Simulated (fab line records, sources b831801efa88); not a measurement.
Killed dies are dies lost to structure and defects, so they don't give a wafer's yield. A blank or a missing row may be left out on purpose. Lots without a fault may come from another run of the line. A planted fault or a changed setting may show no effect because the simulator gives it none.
Which tool did it? | flow gf180mcu | 10 lots, 30 wafers sampled, at 4 steps of a route of 602

WHAT THE GAUGES READ, wafer by wafer
GF_V4_RS_MEAS_24: measures by four-point-probe.
lot  | measured     | on            | V4_W_RS (ohm/sq)
L110 | day 24 19:50 | film_metro-03 | 0.322 0.322 0.322
L111 | day 25 05:34 | film_metro-03 | 0.326 0.321 0.325
L114 | day 26 08:39 | film_metro-03 | 0.327 0.327 0.332
L115 | day 26 16:16 | film_metro-03 | 0.325 0.321 0.322
L117 | day 27 09:49 | film_metro-03 | 0.324 0.325 0.329
L119 | day 28 02:40 | film_metro-03 | 0.327 0.329 0.329
L120 | day 28 09:02 | film_metro-03 | 0.331 0.324 0.325
L121 | day 28 14:22 | film_metro-03 | 0.320 0.322 0.324
L125 | day 29 13:59 | film_metro-02 | 0.304 0.300 0.303 0.304 0.300 0.302
L128 | day 30 08:52 | film_metro-03 | 0.302 0.307 0.307 0.302 0.307 0.307

WHICH TOOL RAN EACH LOT (tool, then ch and the chambers of the sampled wafers, then the start)
lot  | GF_V4_CVD_02                    | GF_V4_SPUTTER_22             | GF_V4_CVD_23
L110 | pecvd-02 ch 0,1, day 23 19:32   | pvd_sputter-02, day 24 19:41 | cvd_w-02 ch 0,1, day 24 19:43
L111 | pecvd-04 ch 0,1, day 24 05:59   | pvd_sputter-03, day 25 05:24 | cvd_w-02 ch 0,1, day 25 05:26
L114 | pecvd-02 ch 0,1,2, day 25 10:05 | pvd_sputter-02, day 26 08:29 | cvd_w-02 ch 0,1, day 26 08:31
L115 | pecvd-03 ch 0,2, day 25 17:01   | pvd_sputter-03, day 26 15:59 | cvd_w-01 ch 1, day 26 16:04
L117 | pecvd-02 ch 0,2, day 26 11:56   | pvd_sputter-01, day 27 09:39 | cvd_w-02 ch 0,1, day 27 09:41
L119 | pecvd-02 ch 1,2, day 27 04:53   | pvd_sputter-01, day 28 02:24 | cvd_w-01 ch 1, day 28 02:26
L120 | pecvd-02 ch 0,2, day 27 11:23   | pvd_sputter-02, day 28 08:53 | cvd_w-02 ch 0,1, day 28 08:55
L121 | pecvd-02 ch 0,2, day 27 16:22   | pvd_sputter-02, day 28 14:05 | cvd_w-02 ch 1, day 28 14:10
L125 | pecvd-04 ch 0,1,2, day 28 17:38 | pvd_sputter-02, day 29 13:50 | cvd_w-02 ch 0,1, day 29 13:52
L128 | pecvd-02 ch 0,1,2, day 29 12:25 | pvd_sputter-03, day 30 08:40 | cvd_w-02 ch 0,1, day 30 08:44
- GF_V4_CVD_02: deposits SiO2 from TEOS, target thk 850 nm, time 94.851 s.
- GF_V4_SPUTTER_22: material TiN, target thk 10 nm, time 40 s.
- GF_V4_CVD_23: deposits W, target thk 350 nm, time 104.9 s.

THE ANSWER, worked out from the rows above alone
Rule: what is usual is taken from the lots themselves. Put in order of their means at a reading, lots are off if they are a third of the lots or fewer, leave a main group of 4 or more, and stand apart from it by a gap of 3 or more times the standard deviation of the main group's means; of several such gaps the widest counts. A main group whose means are all the same, to the digits that the tables above print for the reading, isn't used. A lot without any number at a reading at which 4 lots or more have one is off too. The other lots that the step has rows for count as sound.
Off: L125, L128, at GF_V4_RS_MEAS_24 (V4_W_RS). The main group: mean 0.325 ohm/sq, standard deviation 0.0026.
A tool fits if, at a process step before that reading, it ran every lot that is off, and no sound lot after the first of them. The gauges at GF_V4_RS_MEAS_24 are tried like those tools. One fits: cvd_w-02 at GF_V4_CVD_23. Its last sound lot is L121 (day 28 14:10), its first lot that is off L125 (day 29 13:52): a fault that began between those two fits.

WHAT THE SIMULATOR HAD PUT IN
Process parameter drift: cvd_w-02, from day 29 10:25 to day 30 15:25, at GF_V4_CVD_23. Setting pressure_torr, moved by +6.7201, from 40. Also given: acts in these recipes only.
Lots struck among those shown: L125, L128. The rule above found the same.
